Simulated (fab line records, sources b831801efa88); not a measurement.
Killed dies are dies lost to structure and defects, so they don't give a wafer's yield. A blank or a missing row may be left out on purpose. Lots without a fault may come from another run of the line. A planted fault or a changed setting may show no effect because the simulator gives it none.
Chamber matching | flow sky130 | SKY_VIA3_ETCH_14 on rie_diel-01: 4 sister chambers
The step etches BARC in N2/H2, stops on SiO2, time 45.9 s, target depth 60 nm. 22 wafers are shown with their chamber, then 11 later ones without.

WAFERS WITH THEIR CHAMBER
wafer  | chamber | drypump_motor_current_A (A) | oes_product_au (a.u.) | n2_flow_sccm (sccm)
L075.3 | 0       | 6.2                         | 0.851                 | 100.1
L075.5 | 0       | 6.2                         | 0.855                 | 100.6
L075.6 | 3       | 5.1                         | 0.855                 | 100.4
L074.1 | 0       | 6.2                         | 0.856                 | 99.8
L074.3 | 3       | 5.1                         | 0.855                 | 99.8
L074.5 | 3       | 5.1                         | 0.857                 | 100.1
L077.1 | 2       | 5.7                         | 0.853                 | 100.3
L077.2 | 3       | 5.1                         | 0.855                 | 100.4
L077.4 | 0       | 6.2                         | 0.861                 | 99.3
L084.1 | 3       | 5.1                         | 0.854                 | 100.3
L084.2 | 2       | 5.7                         | 0.850                 | 99.7
L084.4 | 1       | 6.0                         | 0.850                 | 100.2
L088.2 | 1       | 6.1                         | 0.851                 | 100.3
L088.3 | 0       | 6.2                         | 0.858                 | 100.0
L088.6 | 0       | 6.2                         | 0.848                 | 100.4
L089.1 | 0       | 6.2                         | 0.859                 | 99.6
L089.2 | 3       | 5.1                         | 0.861                 | 100.3
L089.3 | 2       | 5.7                         | 0.851                 | 99.8
L090.1 | 1       | 6.1                         | 0.845                 | 100.1
L090.2 | 3       | 5.1                         | 0.844                 | 100.4
L090.6 | 0       | 6.2                         | 0.843                 | 99.6
L091.1 | 3       | 5.1                         | 0.860                 | 99.9

SIGNATURES (means of the wafers above)
reading                 | chamber 0 | chamber 1 | chamber 2 | chamber 3 | scatter within a chamber
drypump_motor_current_A | 6.200     | 6.067     | 5.700     | 5.100     | 0.0192
oes_product_au          | 0.85387   | 0.84867   | 0.85133   | 0.85513   | 0.00513
n2_flow_sccm            | 99.925    | 100.200   | 99.933    | 100.200   | 0.33
Rule: a wafer's distance from a chamber is the root of the sum, over the readings, of the square of ((its reading less the chamber's mean) divided by the reading's scatter). The wafer belongs to the nearest chamber; if the next one is less than 2 further off, it can't be placed. The scatter: the root of (the sum of the squares of (reading less its chamber's mean) over the shown wafers, divided by (wafers less chambers)).

WAFERS WITHOUT THEIR CHAMBER
wafer  | drypump_motor_current_A (A) | oes_product_au (a.u.) | n2_flow_sccm (sccm)
L091.3 | 6.2                         | 0.852                 | 100.2
L091.4 | 6.1                         | 0.856                 | 100.1
L093.1 | 5.7                         | 0.857                 | 99.9
L093.2 | 6.2                         | 0.864                 | 99.7
L093.4 | 6.0                         | 0.863                 | 100.0
L095.4 | 5.1                         | 0.855                 | 100.4
L095.5 | 5.7                         | 0.859                 | 100.4
L095.6 | 6.0                         | 0.868                 | 100.2
L097.2 | 5.7                         | 0.855                 | 100.1
L097.3 | 6.2                         | 0.851                 | 100.4
L097.6 | 6.2                         | 0.860                 | 100.5

WHICH CHAMBER EACH WENT THROUGH
wafer  | from the rows above | in truth
L091.3 | 0                   | 0
L091.4 | 1                   | 1
L093.1 | 2                   | 2
L093.2 | 0                   | 0
L093.4 | 1                   | 1
L095.4 | 3                   | 3
L095.5 | 2                   | 2
L095.6 | 1                   | 1
L097.2 | 2                   | 2
L097.3 | 0                   | 0
L097.6 | 0                   | 0
Placed correctly: 11 of 11. Can't be placed from these rows: 0. Placed wrongly: 0.
